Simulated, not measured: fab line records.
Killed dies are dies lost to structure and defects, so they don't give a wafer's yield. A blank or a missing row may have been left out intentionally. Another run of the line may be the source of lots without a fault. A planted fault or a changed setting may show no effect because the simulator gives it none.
2 desks, one fault | flow sky130 | numbers are kept per desk, each desk with only its own; the story behind them comes last

== METROLOGY DESK ==
What the gauges read, lot by lot, whatever tool the lot ran on: means of the sampled wafers that have a number. Marked OUT: a lot whose mean sits more than 4 standard deviations from the usual mean, which makes it out of limits; the brackets give that distance.
Columns: A = POLY_CUT_OVL at SKY_POLY_CUT_OVL_MEAS_09, usual -1 nm
lot  | first seen here | A
L459 | day 24 02:21    | -10
L460 | day 25 01:47    | 0
L462 | day 25 10:02    | 2
L463 | day 26 11:27    | -1
L471 | day 28 23:17    | 0
L474 | day 29 10:05    | -4
L475 | day 30 03:28    | -2
L476 | day 30 08:29    | 7
L477 | day 30 13:43    | -9
L478 | day 30 19:19    | -2
L480 | day 31 08:14    | 1
L481 | day 31 16:33    | 1
L482 | day 32 12:37    | -5
This desk's verdict: no lot among the 13 shows anything out of limits.

== FOR THE TOOL OWNER'S DESK: plasmaAsher-01 ==
The tool's own readings at SKY_SD_N_STRIP_11 (strips in O2/N2): means of the sampled wafers that have a number, for each lot that ran on this tool. Marked OUT: a lot whose mean sits more than 4 standard deviations from the usual mean, which makes it out of limits; the brackets give that distance.
Columns: A = drypumpMotorCurrentA at SKY_SD_N_STRIP_11, usual 5.7 A; B = oesProductAu at SKY_SD_N_STRIP_11, usual 0.527 a.u.; C = stripTimeToEndpointS at SKY_SD_N_STRIP_11, usual 22.56 s
lot  | first seen here | A   | B               | C
L462 | day 29 01:35    | 6.0 | 0.526           | 22.48
L463 | day 30 01:34    | 6.0 | 0.304 (-45) OUT | -
L471 | day 32 10:20    | 5.8 | 0.529           | 22.57
L477 | day 33 22:47    | 5.8 | 0.528           | 22.54
L480 | day 34 15:22    | 5.9 | 0.527           | 22.52
L481 | day 34 23:37    | 5.8 | 0.523           | 22.50
This desk's verdict: out of limits on L463, starting with L463 at day 30 01:34 (oesProductAu at SKY_SD_N_STRIP_11). In limits: L462, L471, L477, L480, L481.

== BROUGHT TOGETHER ==
The tool owner's desk could have raised an alarm at day 30 01:34, on L463.
At the metrology desk, nothing out of limits was observed.
The metrology desk holds a record of L463, inside its limits.
Of the lots named, all ran SKY_SD_N_STRIP_11 on plasmaAsher-01.

== WHAT THE SIMULATOR HAD PUT IN ==
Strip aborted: plasmaAsher-01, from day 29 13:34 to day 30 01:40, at SKY_SD_N_STRIP_11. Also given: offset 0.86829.
Lots struck among those shown: L463.
Delay in hours, fault start to first out-of-limits reading, by desk: the tool owner's desk at 12.
